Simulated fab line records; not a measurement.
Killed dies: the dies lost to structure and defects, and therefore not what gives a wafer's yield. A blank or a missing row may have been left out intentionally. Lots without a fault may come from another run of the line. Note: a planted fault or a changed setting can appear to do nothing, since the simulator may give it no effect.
fab line records + flow gf180mcu
record:
- lots: 15
- wafers: 45
- last_day: 34
route steps=602 shown V3@445 M4@470 V4@478
lots that met no fault: taken from a fault-free run of the same line
start_h: the number of hours between the record's first day and the start of the first shown wafer of the lot + wait_h: how many hours have passed since the lot's step before this one + " same as the row above + L1.1+2: a row that stands for several wafers + - no value present, or no start provided + * or withheld: withheld + < > ~ a bound
route shown NAME@n: a module of which the file shows steps, and the number in the route of the first + usual: mean/standard deviation of fault-free wafers + same: alike in all rows + chamber/n: place in a boat + sites: each site's reading + _std_site: standard deviation across them + _edge_site: mean of outer sites minus mean of inner sites + radius_mm: how far each site lies from the wafer's centre + mask NAME#n: copy n + behind: the tool/chamber that last shaped the wafer + hold: why the lot went on hold/how many hours it stayed there/how the hold came to an end + device: the transistor (n, p or np) that didn't switch + end of line: the same wafers' tests at the end of the route + for a step that has no rows: nothing shown but its recipe + killed: not the wafer's yield, but the dies lost to structure and defects at the first sort + map: per-die view of a wafer (x killed, . not killed, _ where there is no die)
set.NAME: the setting that was run; set.NAME@STEP: the one run at that earlier step + model.NAME: the simulator's own value behind a step, which no gauge read
steps of the route over a sample of lots; a table a step, a row a wafer
services: when a tool's chamber went out of use (start_h, in hours from the record's first day, below 0 if earlier), for how many hours, and the reason
== steps ==
step: GF_V3_ETCH_16
recipe:
- chemistry: N2/H2
- target_depth_a: withheld
- overetch_a: withheld
- time_s: withheld
- target: BARC
- ion_energy_ev: 200
- source_w: 500
- bias_w: 100
- pressure_mtorr: 30
- n2_flow_sccm: 100
- h2_flow_sccm: 200
usual:
- drypump_motor_current_A: 5.6/0.38
- n2_flow_sccm: 100.01/0.28
- oes_product_au: 0.854/0.0048
- throttle_valve_pct: 13.225/0.0092
| lot.wafer | tool        | chamber | start_h | wait_h | drypump_motor_current_A | n2_flow_sccm | oes_product_au | throttle_valve_pct |
|-----------|-------------|---------|---------|--------|-------------------------|--------------|----------------|--------------------|
| L465.2    | rie_diel-03 | 2       | 521.08  | 0.0    | 5.4                     | 99.91        | 0.854          | 13.220             |
| L465.4    | "           | 2       | "       | "      | 5.4                     | 99.93        | 0.852          | 13.235             |
| L465.6    | "           | 0       | "       | "      | 5.6                     | 99.77        | 0.853          | 13.231             |
| L470.2    | rie_diel-03 | 0       | 566.26  | 0.0    | 5.5                     | 99.90        | 0.858          | 13.235             |
| L470.3    | "           | 2       | "       | "      | 5.4                     | 100.21       | 0.850          | 13.218             |
| L470.6    | "           | 2       | "       | "      | 5.4                     | 100.22       | 0.851          | 13.227             |
| L471.1    | rie_diel-02 | 2       | 577.71  | 0.0    | 5.3                     | 99.87        | 0.851          | 13.227             |
| L471.2    | "           | 1       | "       | "      | 6.1                     | 100.09       | 0.861          | 13.241             |
| L471.6    | "           | 2       | "       | "      | 5.3                     | 99.73        | 0.849          | 13.225             |
| L472.1    | rie_diel-03 | 2       | 585.06  | 0.0    | 5.4                     | 99.88        | 0.852          | 13.239             |
| L472.2    | "           | 0       | "       | "      | 5.6                     | 99.98        | 0.862          | 13.225             |
| L472.5    | "           | 0       | "       | "      | 5.6                     | 100.00       | 0.855          | 13.224             |
| L473.1    | rie_diel-03 | 2       | 595.86  | 0.0    | 5.4                     | 99.60        | 0.857          | 13.221             |
| L473.2    | "           | 3       | "       | "      | 5.5                     | 100.32       | 0.851          | 13.229             |
| L473.4    | "           | 0       | "       | "      | 5.5                     | 99.93        | 0.856          | 13.218             |
| L477.2    | rie_diel-03 | 1       | 626.66  | 0.0    | 5.4                     | 100.01       | 0.856          | 13.242             |
| L477.4    | "           | 2       | "       | "      | 5.4                     | 100.26       | 0.861          | 13.229             |
| L477.5    | "           | 0       | "       | "      | 5.5                     | 99.82        | 0.856          | 13.217             |
| L478.1    | rie_diel-03 | 3       | 631.58  | 0.0    | 5.5                     | 99.97        | 0.852          | 13.226             |
| L478.5    | "           | 1       | "       | "      | 5.4                     | 99.99        | 0.847          | 13.214             |
| L478.6    | "           | 2       | "       | "      | 5.5                     | 100.07       | 0.856          | 13.225             |
| L479.1    | rie_diel-01 | 2       | 639.76  | 0.0    | 5.6                     | 100.02       | 0.857          | 13.218             |
| L479.2    | "           | 0       | "       | "      | 6.6                     | 100.27       | 0.849          | 13.238             |
| L479.3    | "           | 1       | "       | "      | 5.4                     | 100.29       | 0.860          | 13.204             |
| L480.1    | rie_diel-01 | 2       | 645.76  | 0.0    | 5.6                     | 100.30       | 0.850          | 13.217             |
| L480.3    | "           | 0       | "       | "      | 6.6                     | 99.80        | 0.855          | 13.234             |
| L480.5    | "           | 1       | "       | "      | 5.5                     | 100.14       | 0.856          | 13.241             |
| L481.1    | rie_diel-03 | 2       | 652.24  | 0.0    | 5.4                     | 99.69        | 0.857          | 13.207             |
| L481.2    | "           | 1       | "       | "      | 5.5                     | 99.70        | 0.854          | 13.235             |
| L481.3    | "           | 0       | "       | "      | 5.6                     | 99.98        | 0.845          | 13.223             |
| L483.1    | rie_diel-02 | 3       | 665.16  | 0.0    | 5.2                     | 99.70        | 0.843          | 13.216             |
| L483.4    | "           | 0       | "       | "      | 6.1                     | 99.95        | 0.850          | 13.223             |
| L483.6    | "           | 2       | "       | "      | 5.3                     | 100.12       | 0.840          | 13.237             |
| L484.2    | rie_diel-01 | 0       | 673.91  | 0.0    | 6.6                     | 100.19       | 0.856          | 13.218             |
| L484.4    | "           | 3       | "       | "      | 5.2                     | 99.65        | 0.855          | 13.223             |
| L484.5    | "           | 1       | "       | "      | 5.4                     | 100.07       | 0.858          | 13.241             |
| L485.1    | rie_diel-03 | 1       | 677.91  | 0.0    | 5.4                     | 100.25       | 0.854          | 13.231             |
| L485.2    | "           | 3       | "       | "      | 5.5                     | 99.91        | 0.857          | 13.224             |
| L485.5    | "           | 1       | "       | "      | 5.4                     | 100.10       | 0.857          | 13.237             |
| L486.2    | rie_diel-02 | 2       | 684.06  | 0.0    | 5.3                     | 99.71        | 0.853          | 13.237             |
| L486.5    | "           | 3       | "       | "      | 5.2                     | 100.47       | 0.862          | 13.235             |
| L486.6    | "           | 0       | "       | "      | 6.1                     | 99.72        | 0.856          | 13.225             |
| L487.1    | rie_diel-03 | 1       | 695.26  | 0.0    | 5.5                     | 99.66        | 0.859          | 13.224             |
| L487.3    | "           | 0       | "       | "      | 5.5                     | 99.93        | 0.852          | 13.216             |
| L487.5    | "           | 1       | "       | "      | 5.4                     | 99.61        | 0.861          | 13.242             |
step: GF_V3_THK_MEAS_25
recipe:
- thk_meas_gauge: xrf
- reads: W_of_V3_CVD_23
usual:
- V3_W_THK: 371/6.7
| lot.wafer | tool          | chamber | start_h | wait_h | V3_W_THK[nm] |
|-----------|---------------|---------|---------|--------|--------------|
| L465.2    | film_metro-02 | -       | 522.09  | 0.1    | 370          |
| L465.4    | "             | -       | "       | "      | 360          |
| L465.6    | "             | -       | "       | "      | 359          |
| L470.2    | film_metro-02 | -       | 567.27  | 0.1    | 373          |
| L470.3    | "             | -       | "       | "      | 370          |
| L470.6    | "             | -       | "       | "      | 368          |
| L471.1    | film_metro-04 | -       | 578.81  | 0.1    | 379          |
| L471.2    | "             | -       | "       | "      | 363          |
| L471.6    | "             | -       | "       | "      | 360          |
| L472.1    | film_metro-02 | -       | 586.18  | 0.1    | 368          |
| L472.2    | "             | -       | "       | "      | 370          |
| L472.5    | "             | -       | "       | "      | 361          |
| L473.1    | film_metro-04 | -       | 597.00  | 0.1    | 372          |
| L473.2    | "             | -       | "       | "      | 366          |
| L473.4    | "             | -       | "       | "      | 374          |
| L477.2    | film_metro-02 | -       | 628.10  | 0.1    | 375          |
| L477.4    | "             | -       | "       | "      | 374          |
| L477.5    | "             | -       | "       | "      | 375          |
| L478.1    | film_metro-03 | -       | 632.57  | 0.1    | 385          |
| L478.5    | "             | -       | "       | "      | 374          |
| L478.6    | "             | -       | "       | "      | 376          |
| L479.1    | film_metro-03 | -       | 640.81  | 0.1    | 376          |
| L479.2    | "             | -       | "       | "      | 384          |
| L479.3    | "             | -       | "       | "      | 370          |
| L480.1    | film_metro-03 | -       | 646.80  | 0.1    | 384          |
| L480.3    | "             | -       | "       | "      | 380          |
| L480.5    | "             | -       | "       | "      | 381          |
| L481.1    | film_metro-02 | -       | 653.27  | 0.1    | 375          |
| L481.2    | "             | -       | "       | "      | 376          |
| L481.3    | "             | -       | "       | "      | 370          |
| L483.1    | film_metro-03 | -       | 666.15  | 0.1    | 368          |
| L483.4    | "             | -       | "       | "      | 371          |
| L483.6    | "             | -       | "       | "      | 366          |
| L484.2    | film_metro-04 | -       | 674.93  | 0.1    | 382          |
| L484.4    | "             | -       | "       | "      | 372          |
| L484.5    | "             | -       | "       | "      | 375          |
| L485.1    | film_metro-02 | -       | 678.91  | 0.1    | 374          |
| L485.2    | "             | -       | "       | "      | 369          |
| L485.5    | "             | -       | "       | "      | 373          |
| L486.2    | film_metro-03 | -       | 685.18  | 0.1    | 380          |
| L486.5    | "             | -       | "       | "      | 382          |
| L486.6    | "             | -       | "       | "      | 381          |
| L487.1    | film_metro-02 | -       | 696.25  | 0.1    | 358          |
| L487.3    | "             | -       | "       | "      | 362          |
| L487.5    | "             | -       | "       | "      | 363          |
step: GF_M4_CD_MEAS_14
recipe:
- target_cd_nm: 280
usual:
- cd_nm: 280.1/1
| lot.wafer | tool      | chamber | start_h | wait_h | cd_nm |
|-----------|-----------|---------|---------|--------|-------|
| L465.2    | cd_sem-01 | -       | 545.69  | 0.1    | 279.7 |
| L465.4    | "         | -       | "       | "      | 279.1 |
| L465.6    | "         | -       | "       | "      | 279.1 |
| L470.2    | cd_sem-01 | -       | 588.64  | 0.1    | 281.2 |
| L470.3    | "         | -       | "       | "      | 281.1 |
| L470.6    | "         | -       | "       | "      | 280.3 |
| L471.1    | cd_sem-02 | -       | 600.18  | 0.1    | 281.2 |
| L471.2    | "         | -       | "       | "      | 281.4 |
| L471.6    | "         | -       | "       | "      | 280.6 |
| L472.1    | cd_sem-01 | -       | 607.47  | 0.1    | 280.2 |
| L472.2    | "         | -       | "       | "      | 279.5 |
| L472.5    | "         | -       | "       | "      | 279.1 |
| L473.1    | cd_sem-01 | -       | 618.72  | 0.1    | 280.8 |
| L473.2    | "         | -       | "       | "      | 280.2 |
| L473.4    | "         | -       | "       | "      | 280.8 |
| L477.2    | cd_sem-01 | -       | 648.24  | 0.1    | 279.6 |
| L477.4    | "         | -       | "       | "      | 280.0 |
| L477.5    | "         | -       | "       | "      | 280.6 |
| L478.1    | cd_sem-01 | -       | 652.63  | 0.1    | 279.4 |
| L478.5    | "         | -       | "       | "      | 280.3 |
| L478.6    | "         | -       | "       | "      | 279.6 |
| L479.1    | cd_sem-01 | -       | 660.56  | 0.1    | 281.1 |
| L479.2    | "         | -       | "       | "      | 280.0 |
| L479.3    | "         | -       | "       | "      | 278.8 |
| L480.1    | cd_sem-01 | -       | 666.76  | 0.1    | 281.4 |
| L480.3    | "         | -       | "       | "      | 281.6 |
| L480.5    | "         | -       | "       | "      | 281.3 |
| L481.1    | cd_sem-01 | -       | 673.11  | 0.1    | 280.1 |
| L481.2    | "         | -       | "       | "      | 281.2 |
| L481.3    | "         | -       | "       | "      | 280.8 |
| L483.1    | cd_sem-01 | -       | 685.49  | 0.2    | 281.5 |
| L483.4    | "         | -       | "       | "      | 280.3 |
| L483.6    | "         | -       | "       | "      | 280.6 |
| L484.2    | cd_sem-01 | -       | 694.30  | 0.1    | 279.8 |
| L484.4    | "         | -       | "       | "      | 279.4 |
| L484.5    | "         | -       | "       | "      | 279.8 |
| L485.1    | cd_sem-02 | -       | 697.82  | 0.1    | 281.2 |
| L485.2    | "         | -       | "       | "      | 281.4 |
| L485.5    | "         | -       | "       | "      | 282.8 |
| L486.2    | cd_sem-02 | -       | 704.23  | 0.1    | 279.7 |
| L486.5    | "         | -       | "       | "      | 280.2 |
| L486.6    | "         | -       | "       | "      | 278.2 |
| L487.1    | cd_sem-01 | -       | 714.21  | 0.1    | 280.0 |
| L487.3    | "         | -       | "       | "      | 280.8 |
| L487.5    | "         | -       | "       | "      | 281.2 |
step: GF_V4_CVD_02
recipe:
- material: SiO2
- target_thk_nm: 850
- precursor: TEOS
- temp_c: 400
- time_s: 94.851
- rf_w: 600
usual:
- heater_power_outer_w: 408/56
- heater_power_w: 682/89
| lot.wafer | tool     | chamber | start_h | wait_h | heater_power_outer_w | heater_power_w |
|-----------|----------|---------|---------|--------|----------------------|----------------|
| L465.2    | pecvd-02 | 0       | 546.65  | 0.0    | 358                  | 583            |
| L465.4    | "        | 0       | "       | "      | 382                  | 613            |
| L465.6    | "        | 1       | "       | "      | 430                  | 757            |
| L470.2    | pecvd-03 | 1       | 589.68  | 0.0    | 429                  | 735            |
| L470.3    | "        | 0       | "       | "      | 361                  | 603            |
| L470.6    | "        | 1       | "       | "      | 457                  | 791            |
| L471.1    | pecvd-02 | 1       | 601.12  | 0.1    | -                    | -              |
| L471.2    | "        | 0       | "       | "      | -                    | -              |
| L471.6    | "        | 0       | "       | "      | -                    | -              |
| L472.1    | pecvd-02 | 1       | 608.44  | 0.1    | -                    | -              |
| L472.2    | "        | 2       | "       | "      | -                    | -              |
| L472.5    | "        | 0       | "       | "      | -                    | -              |
| L473.1    | pecvd-04 | 0       | 619.77  | 0.1    | -                    | -              |
| L473.2    | "        | 2       | "       | "      | -                    | -              |
| L473.4    | "        | 0       | "       | "      | -                    | -              |
| L477.2    | pecvd-02 | 2       | 649.16  | 0.0    | 405                  | 696            |
| L477.4    | "        | 1       | "       | "      | 415                  | 713            |
| L477.5    | "        | 0       | "       | "      | 393                  | 635            |
| L478.1    | pecvd-04 | 0       | 653.60  | 0.1    | 421                  | 629            |
| L478.5    | "        | 2       | "       | "      | 483                  | 770            |
| L478.6    | "        | 1       | "       | "      | 322                  | 505            |
| L479.1    | pecvd-03 | 1       | 661.49  | 0.1    | 435                  | 772            |
| L479.2    | "        | 2       | "       | "      | 507                  | 848            |
| L479.3    | "        | 0       | "       | "      | 336                  | 581            |
| L480.1    | pecvd-04 | 1       | 667.69  | 0.1    | 400                  | 618            |
| L480.3    | "        | 0       | "       | "      | 398                  | 571            |
| L480.5    | "        | 0       | "       | "      | 438                  | 619            |
| L481.1    | pecvd-02 | 2       | 674.16  | 0.1    | 409                  | 725            |
| L481.2    | "        | 0       | "       | "      | 394                  | 602            |
| L481.3    | "        | 1       | "       | "      | 378                  | 678            |
| L483.1    | pecvd-04 | 0       | 686.43  | 0.1    | 475                  | 680            |
| L483.4    | "        | 0       | "       | "      | 479                  | 703            |
| L483.6    | "        | 2       | "       | "      | 357                  | 635            |
| L484.2    | pecvd-03 | 2       | 695.22  | 0.0    | 537                  | 886            |
| L484.4    | "        | 0       | "       | "      | 370                  | 633            |
| L484.5    | "        | 2       | "       | "      | 410                  | 735            |
| L485.1    | pecvd-02 | 2       | 698.76  | 0.1    | 318                  | 594            |
| L485.2    | "        | 1       | "       | "      | 412                  | 732            |
| L485.5    | "        | 1       | "       | "      | 437                  | 753            |
| L486.2    | pecvd-02 | 2       | 705.14  | 0.0    | 313                  | 595            |
| L486.5    | "        | 0       | "       | "      | 401                  | 642            |
| L486.6    | "        | 1       | "       | "      | 337                  | 634            |
| L487.1    | pecvd-04 | 1       | 715.14  | 0.1    | 413                  | 626            |
| L487.3    | "        | 2       | "       | "      | 385                  | 644            |
| L487.5    | "        | 2       | "       | "      | 418                  | 719            |
step: GF_V4_ETCH_17
recipe:
- chemistry: C4F8/O2/Ar
- mask_material: KrF
- target: SiO2
- stop_on: TiN
- source_w: 1500
- bias_w: 1200
- pressure_mtorr: 40
- c4f8_flow_sccm: withheld
- O2_flow_sccm: 6
- Ar_flow_sccm: 300
- time_s: withheld
- target_depth_a: 6300
usual:
- oes_product_au: 0.856/0.0044
| lot.wafer | tool        | chamber | start_h | wait_h | oes_product_au |
|-----------|-------------|---------|---------|--------|----------------|
| L465.2    | rie_diel-03 | 0       | -       | -      | 0.857          |
| L465.4    | "           | 1       | "       | "      | 0.849          |
| L465.6    | "           | 1       | "       | "      | 0.854          |
| L470.2    | rie_diel-02 | 0       | -       | -      | 0.850          |
| L470.3    | "           | 3       | "       | "      | 0.858          |
| L470.6    | "           | 0       | "       | "      | 0.854          |
| L471.1    | rie_diel-02 | 2       | -       | -      | 0.836          |
| L471.2    | "           | 0       | "       | "      | 0.838          |
| L471.6    | "           | 0       | "       | "      | 0.837          |
| L472.1    | rie_diel-02 | 0       | -       | -      | 0.837          |
| L472.2    | "           | 2       | "       | "      | 0.845          |
| L472.5    | "           | 2       | "       | "      | 0.844          |
| L473.1    | rie_diel-02 | 1       | -       | -      | 0.844          |
| L473.2    | "           | 0       | "       | "      | 0.843          |
| L473.4    | "           | 0       | "       | "      | 0.842          |
| L477.2    | rie_diel-03 | 2       | -       | -      | 0.858          |
| L477.4    | "           | 0       | "       | "      | 0.860          |
| L477.5    | "           | 2       | "       | "      | 0.861          |
| L478.1    | rie_diel-04 | 0       | -       | -      | 0.852          |
| L478.5    | "           | 3       | "       | "      | 0.849          |
| L478.6    | "           | 0       | "       | "      | 0.860          |
| L479.1    | rie_diel-02 | 1       | -       | -      | 0.861          |
| L479.2    | "           | 2       | "       | "      | 0.858          |
| L479.3    | "           | 3       | "       | "      | 0.860          |
| L480.1    | rie_diel-04 | 2       | -       | -      | 0.859          |
| L480.3    | "           | 3       | "       | "      | 0.860          |
| L480.5    | "           | 3       | "       | "      | 0.848          |
| L481.1    | rie_diel-02 | 2       | -       | -      | 0.851          |
| L481.2    | "           | 3       | "       | "      | 0.860          |
| L481.3    | "           | 1       | "       | "      | 0.849          |
| L483.1    | rie_diel-02 | 2       | -       | -      | 0.855          |
| L483.4    | "           | 0       | "       | "      | 0.854          |
| L483.6    | "           | 0       | "       | "      | 0.856          |
| L484.2    | rie_diel-03 | 0       | -       | -      | 0.847          |
| L484.4    | "           | 2       | "       | "      | 0.855          |
| L484.5    | "           | 1       | "       | "      | 0.862          |
| L485.1    | rie_diel-02 | 3       | -       | -      | 0.864          |
| L485.2    | "           | 2       | "       | "      | 0.857          |
| L485.5    | "           | 1       | "       | "      | 0.849          |
| L486.2    | rie_diel-02 | 1       | -       | -      | 0.853          |
| L486.5    | "           | 2       | "       | "      | 0.854          |
| L486.6    | "           | 1       | "       | "      | 0.858          |
| L487.1    | rie_diel-04 | 2       | -       | -      | 0.849          |
| L487.3    | "           | 1       | "       | "      | 0.856          |
| L487.5    | "           | 2       | "       | "      | 0.857          |
== services ==
| tool        | chamber | start_h | hours | kind           |
|-------------|---------|---------|-------|----------------|
| rie_diel-01 | -       | 498.53  | 2.8   | pm             |
| rie_diel-03 | 3       | 511.72  | -     | clean          |
| rie_diel-03 | 3       | 511.72  | 17.8  | scheduled_down |
| rie_diel-03 | 3       | 511.72  | 17.8  | vent_cycle     |
| rie_diel-02 | 2       | 512.75  | 4.6   | repair         |
| rie_diel-03 | -       | 533.35  | 0.8   | repair         |
| pecvd-02    | 2       | 546.01  | 10.6  | repair         |
| pecvd-04    | -       | 591.12  | 14.0  | pm             |
| pecvd-03    | 0       | 599.84  | 3.4   | repair         |
| rie_diel-04 | -       | 607.68  | 1.8   | repair         |
| rie_diel-04 | 2       | 610.91  | 4.0   | repair         |
| pecvd-02    | -       | 615.69  | 0.7   | repair         |
| rie_diel-02 | 3       | 621.58  | -     | clean          |
| rie_diel-03 | 3       | 637.79  | 11.9  | repair         |
| rie_diel-01 | -       | 646.94  | 0.8   | repair         |
| rie_diel-01 | 0       | 659.41  | 4.6   | repair         |
| pecvd-04    | 2       | 664.08  | 5.1   | repair         |
| pecvd-04    | 1       | 672.05  | 17.7  | repair         |
| rie_diel-03 | 3       | 679.24  | 4.2   | repair         |
| rie_diel-01 | 2       | 689.90  | 1.4   | repair         |
| pecvd-04    | -       | 694.51  | 5.5   | pm             |
| rie_diel-01 | 3       | 695.52  | 21.8  | repair         |
| pecvd-04    | -       | 712.15  | 0.8   | repair         |
| pecvd-03    | -       | 731.44  | 14.6  | pm             |
== key ==
first_sign:
- step: GF_V4_CVD_02
- reading: tool_record
- direction: missing
effect:
- step: GF_V4_ETCH_17
- reading: oes_product_au
- direction: down
- sigmas: 3.5
- usual: 0.856
- struck: 0.841
met_at GF_V4_CVD_02
struck_lots L471,L472,L473
later_rows_left_out L471.1,L471.2,L471.6,L472.1,L472.2,L472.5,L473.1,L473.2,L473.4
sort_left_out L471.1,L471.2,L471.6,L472.1,L472.2,L472.5
not_acting_at GF_V3_ETCH_16,GF_V3_THK_MEAS_25,GF_M4_CD_MEAS_14
onset_between 546.65 601.12
fault:
- kind: skipped_step_whole
- tool: pecvd-02,pecvd-04
- chamber: -
- onset_h: 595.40
- steps: GF_V4_CVD_02
- scope: struck_lots_only
sort_left_out: the simulated sort isn't trusted on such a fault, so these wafers' sort isn't shown, and their yield isn't known
later_rows_left_out: the simulator's readings of these wafers behind a module that went badly wrong aren't trusted and aren't shown, but for the sort
